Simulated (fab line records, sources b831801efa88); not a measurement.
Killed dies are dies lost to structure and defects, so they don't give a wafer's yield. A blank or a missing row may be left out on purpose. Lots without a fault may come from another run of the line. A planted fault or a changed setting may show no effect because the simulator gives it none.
Which tool did it? | flow sky130 | 10 lots, 30 wafers sampled, at 6 steps of a route of 708

WHAT THE GAUGES READ, wafer by wafer
SKY_NWELL_OVL_MEAS_10.
lot  | measured    | on         | NWELL_00_OVL (nm)
L228 | day 5 07:05 | overlay-01 | 0.3 0.7 -0.2
L229 | day 5 07:23 | overlay-02 | -0.2 -0.3 -0.4
L232 | day 6 07:17 | overlay-02 | -1.8 0.2 0.4
L237 | day 7 07:42 | overlay-02 | 1.6 1.7 0.4
L239 | day 7 21:41 | overlay-01 | 0.7 -0.9 0.2
L240 | day 8 03:29 | overlay-02 | 1.4 0.8 1.1
L242 | day 8 12:48 | overlay-01 | -1.2 -1.0 -0.3
L244 | day 8 21:38 | overlay-01 | 0.6 -0.4 -1.9
L246 | day 9 11:14 | overlay-02 | 0.7 0.6 -1.3
L248 | day 9 19:51 | overlay-01 | -1.7 -1.2 -0.9

SKY_VT_ADJUST_LVTN_TW_MEAS_10.
lot  | measured     | on            | VT_ADJUST_LVTN_TW
L228 | day 7 18:54  | film_metro-04 | 244.1 243.1 244.6
L229 | day 7 19:16  | film_metro-03 | 237.7 238.2 237.9
L232 | day 8 20:55  | film_metro-04 | 242.8 241.8 241.6
L237 | day 9 22:18  | film_metro-03 | 240.8 241.0 240.7
L239 | day 10 15:01 | film_metro-01 | 243.6 244.0 244.3
L240 | day 10 21:02 | film_metro-03 | 237.6 238.3 239.7
L242 | day 11 07:25 | film_metro-01 | 242.4 241.4 242.3
L244 | day 11 16:18 | film_metro-04 | 244.0 243.3 243.5
L246 | day 12 09:49 | film_metro-03 | 238.1 236.1 238.0
L248 | day 12 19:01 | film_metro-04 | 241.5 241.2 242.1

SKY_LOCAL_INTERCONNECT_OVL_MEAS_12.
lot  | measured     | on         | LOCAL_INTERCONNECT_OVL (nm)
L228 | day 31 17:16 | overlay-02 | -4 -1 2
L229 | day 31 20:36 | overlay-01 | -5 0 -10
L232 | day 32 22:45 | overlay-02 | 0 3 3
L237 | day 34 20:17 | overlay-02 | -9 -4 2
L239 | day 35 00:55 | overlay-01 | 7 -2 0
L240 | day 35 05:24 | overlay-02 | 6 9 3
L242 | day 35 17:02 | overlay-02 | 1 -5 3
L244 | day 36 04:14 | overlay-01 | -6 -2 3
L246 | day 36 21:38 | overlay-01 | -8 -8 -9
L248 | day 37 05:59 | overlay-02 | 3 4 6

SKY_METAL5_RS_MEAS_05: measures by four-point-probe.
lot  | measured     | on            | METAL5_ALCU_RS (ohm/sq)
L228 | day 43 23:20 | film_metro-04 | 0.02681 0.0268 0.02702
L229 | day 44 02:17 | film_metro-03 | 0.0269 0.02668 0.02703
L232 | day 44 23:31 | film_metro-02 | 0.02764 0.02769 0.02734
L237 | day 46 12:38 | film_metro-02 | 0.02701 0.01984 0.02001 0.02702 0.01986 0.02001
L239 | day 46 16:17 | film_metro-03 | 0.01967 0.02712 0.02691 0.0197 0.02711 0.02692
L240 | day 46 17:08 | film_metro-04 | 0.02714 0.01957 0.02679 0.02713 0.01964 0.0268
L242 | day 47 07:28 | film_metro-04 | 0.02702 0.02727 0.02728
L244 | day 47 13:57 | film_metro-04 | 0.02753 0.02722 0.02735
L246 | day 48 03:04 | film_metro-04 | 0.02707 0.02721 0.02667
L248 | day 48 09:17 | film_metro-04 | 0.02667 0.02746 0.02729

SKY_METAL5_THK_MEAS_06: measures by xrf.
lot  | measured     | on            | METAL5_ALCU_THK (nm)
L228 | day 43 23:28 | film_metro-04 | 1178 1186 1169
L229 | day 44 02:23 | film_metro-03 | 1174 1180 1163
L232 | day 44 23:37 | film_metro-02 | 1146 1140 1161
L237 | day 46 20:46 | film_metro-02 | 1166 1573 1559 1167 1584 1567
L239 | day 46 18:55 | film_metro-03 | 1605 1164 1183 1614 1168 1177
L240 | day 46 20:43 | film_metro-04 | 1170 1622 1190 1171 1623 1185
L242 | day 47 07:35 | film_metro-04 | 1170 1161 1155
L244 | day 47 14:03 | film_metro-04 | 1153 1159 1157
L246 | day 48 03:10 | film_metro-04 | 1173 1164 1186
L248 | day 48 09:24 | film_metro-04 | 1193 1151 1154

WHICH TOOL RAN EACH LOT (tool, then ch and the chambers of the sampled wafers, then the start)
lot  | SKY_METAL5_SPUTTER_02
L228 | pvd_sputter-02, day 43 23:13
L229 | pvd_sputter-02, day 44 02:08
L232 | pvd_sputter-01, day 44 23:22
L237 | pvd_sputter-02, day 46 12:31
L239 | pvd_sputter-02, day 46 16:08
L240 | pvd_sputter-02, day 46 17:02
L242 | pvd_sputter-01, day 47 07:20
L244 | pvd_sputter-01, day 47 13:44
L246 | pvd_sputter-04, day 48 02:55
L248 | pvd_sputter-04, day 48 09:10
- SKY_METAL5_SPUTTER_02: material AlCu, target thk 1150 nm, time 61.2 s.

WHAT THE TOOLS THEMSELVES READ (means of the sampled wafers that have a number; where no wafer has one, the mark that the record gives instead)
SKY_METAL5_SPUTTER_02.
lot  | tool           | chamber_pressure_pa (Pa) | throttle_valve_pct (%)
L228 | pvd_sputter-02 | 0.4001                   | 29.8
L229 | pvd_sputter-02 | 0.3997                   | 29.7
L232 | pvd_sputter-01 | 0.4000                   | 29.7
L237 | pvd_sputter-02 | 0.3998                   | 29.4
L239 | pvd_sputter-02 | 0.3999                   | 30.1
L240 | pvd_sputter-02 | 0.4000                   | 29.7
L242 | pvd_sputter-01 | 0.4005                   | 29.1
L244 | pvd_sputter-01 | 0.4000                   | 29.7
L246 | pvd_sputter-04 | 0.4007                   | 29.9
L248 | pvd_sputter-04 | 0.4000                   | 30.3

THE ANSWER, worked out from the rows above alone
Rule: what is usual is taken from the lots themselves. Put in order of their means at a reading, lots are off if they are a third of the lots or fewer, leave a main group of 4 or more, and stand apart from it by a gap of 3 or more times the standard deviation of the main group's means; of several such gaps the widest counts. A main group whose means are all the same, to the digits that the tables above print for the reading, isn't used. A lot without any number at a reading at which 4 lots or more have one is off too. The other lots that the step has rows for count as sound. The gauges are gone through in route order, then the tools' own readings, and for those a lot's mean is taken as printed above. The first step at which some lot is off is used, and at that step the reading that is off furthest; a lot without a number counts as furthest.
Off: L237, L239, L240, at SKY_METAL5_RS_MEAS_05 (METAL5_ALCU_RS). The main group: mean 0.02714 ohm/sq, standard deviation 0.00024.
A tool fits if, at a process step before that reading, it ran every lot that is off, and no sound lot after the first of them. The gauges at SKY_METAL5_RS_MEAS_05 are tried like those tools. One fits: pvd_sputter-02 at SKY_METAL5_SPUTTER_02. Its last sound lot is L229 (day 44 02:08), its first lot that is off L237 (day 46 12:31): a fault that began between those two fits.

WHAT THE SIMULATOR HAD PUT IN
Process parameter drift: pvd_sputter-02, from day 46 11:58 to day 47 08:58, at SKY_METAL5_SPUTTER_02. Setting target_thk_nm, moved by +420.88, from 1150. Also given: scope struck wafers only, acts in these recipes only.
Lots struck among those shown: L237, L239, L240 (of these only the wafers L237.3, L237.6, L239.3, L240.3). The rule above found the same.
